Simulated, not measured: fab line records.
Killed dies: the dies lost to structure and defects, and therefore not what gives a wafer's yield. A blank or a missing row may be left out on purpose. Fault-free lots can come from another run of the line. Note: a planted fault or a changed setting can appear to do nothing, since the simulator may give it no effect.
Struck lot and sound lot, side by side    flow sky130    15 out of 708 route steps
Sound: these wafers, L599.1, L599.2, L599.3. Wafers struck: L608.2, L608.4, L608.6. The cause is named last.
For every step that has rows: the tool of each side, followed by ch and its chambers, followed by its first start. Under that, the readings that differ: sound wafers    struck wafers    difference of the means    sigmas: that difference in standard deviations of wafers without a fault.
alike: readings whose means differ by less than 2 such deviations, and words and numbers that are the same on both sides. not compared: withheld readings, readings that some wafer has no value for, bounds like >300 that may hide the same value, and numbers for which the record gives no deviation and whose values overlap.
The two part at a step that has a row with sigmas, a row that says differs or no value, or rows on one side only. Numbers that have no deviation but don't overlap get no sigmas and don't part them. A reading that every wafer of one side lacks parts them only if that side has two wafers or more.

first, 1 step without rows for these wafers: SKY_VT_ADJUST_NCORE_DEVELOP_06 (develop time 60 s).
SKY_VT_ADJUST_NCORE_CD_MEAS_07: target cd 380 nm.
  sound on cd_sem-01 at day 9 17:19; struck on cd_sem-01 at day 12 17:51
  alike: cd_nm
SKY_VT_ADJUST_NCORE_OVL_MEAS_08:
  sound on overlay-02 at day 9 17:26; struck on overlay-01 at day 12 17:57
  alike: VT_ADJUST_NCORE_OVL
then, 1 step without rows for these wafers: SKY_VT_ADJUST_NCORE_IMPLANT_09.
SKY_VT_ADJUST_NCORE_STRIP_10: strips in O2/N2.
  sound on plasma_asher-02 ch 0,1, day 9 17:37; struck on plasma_asher-01 ch 0,1, day 12 18:08
  alike: drypump_motor_current_A, oes_product_au, strip_time_to_endpoint_s
  not compared: rf_hours_counter_h
SKY_VT_ADJUST_NCORE_TW_MEAS_11:
  sound on film_metro-04 at day 9 17:43; struck on film_metro-04 at day 12 18:14
  alike: VT_ADJUST_NCORE_TW
then, 6 steps without rows for these wafers: SKY_VT_ADJUST_HVTR_DEHYDRATE_00 (time 60 s); SKY_VT_ADJUST_HVTR_HMDS_01 (prime time 60 s); SKY_VT_ADJUST_HVTR_COAT_02 (resist thk 1140 nm); SKY_VT_ADJUST_HVTR_SOFTBAKE_03 (time 60 s); SKY_VT_ADJUST_HVTR_EXPOSE_04 (exposes mask HVTRM, target cd 380 nm); SKY_VT_ADJUST_HVTR_PEB_05.
SKY_VT_ADJUST_HVTR_DEVELOP_06: develop time 60 s.
  sound on litho_track-02 ch 0, day 10 15:07; struck on litho_track-03 ch 0, day 13 19:21
SKY_VT_ADJUST_HVTR_OVL_MEAS_08:
  sound on overlay-02 at day 10 15:23; struck on overlay-01 at day 13 19:36
  alike: VT_ADJUST_HVTR_OVL
-- the record jumps here: 35 days lie between the struck wafers' starts before and after (it left off in module VT_ADJUST_HVTR and takes up again in module PAD_OPEN, whose first step shown is number 708 of the route) --
SKY_PAD_OPEN_PROBE_99:
  sound on prober-02 at day 47 05:53; struck on prober-01 at day 49 03:12
reading                              sound            struck             difference  sigmas
model.etest.res_ndiff.width_nm (nm)  157.9 157 158.8  155.1 153.1 156.8  -2.9        
  not compared: model.etest.res_pdiff.width_nm

== WHERE THEY PART ==
Nowhere in this record.

WHY: what the simulator had put in
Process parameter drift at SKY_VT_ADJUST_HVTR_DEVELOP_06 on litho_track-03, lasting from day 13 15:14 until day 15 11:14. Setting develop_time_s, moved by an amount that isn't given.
